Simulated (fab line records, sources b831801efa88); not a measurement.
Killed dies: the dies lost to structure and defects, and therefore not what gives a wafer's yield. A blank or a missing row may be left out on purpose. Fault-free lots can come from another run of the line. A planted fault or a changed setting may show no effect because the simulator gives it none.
Which tool did it? ; flow sky130 ; 18 wafers sampled from 6 lots at 1 step of a route of 708

WHAT EACH GAUGE READ, for each wafer
SKY_VIA2_OVL_MEAS_13.
lot;measured;on;VIA2_OVL (nm)
L640;day 39 01:22;overlay-02;-5 -6 -8
L642;day 39 14:46;overlay-01;-2 -6 -1
L648;day 41 08:19;overlay-02;7 10 9
L650;day 41 16:34;overlay-02;-1 -4 5
L652;day 42 07:07;overlay-01;-2 5 5
L658;day 43 21:02;overlay-02;5 1 2

WHAT TOOL EACH LOT RAN ON (gives the tool, then ch and the chambers of the sampled wafers, and finally the start)
There is no process step in the record ahead of these readings.

THE ANSWER, worked out from the rows above alone
Rule: the lots themselves supply what counts as usual. Put in order of their means at a reading, lots are off if they are a third of the lots or fewer, leave a main group of 4 or more, and stand apart from it by a gap of 3 or more times the standard deviation of the main group's means; of several such gaps the widest counts. A main group whose means are all the same, to the digits that the tables above print for the reading, isn't used. Also off: a lot with no number at a reading for which 4 or more lots have one. The other lots that the step has rows for count as sound.
Nothing can be told from this: no lot is off at any reading shown.

WHAT WAS PUT IN BY THE SIMULATOR
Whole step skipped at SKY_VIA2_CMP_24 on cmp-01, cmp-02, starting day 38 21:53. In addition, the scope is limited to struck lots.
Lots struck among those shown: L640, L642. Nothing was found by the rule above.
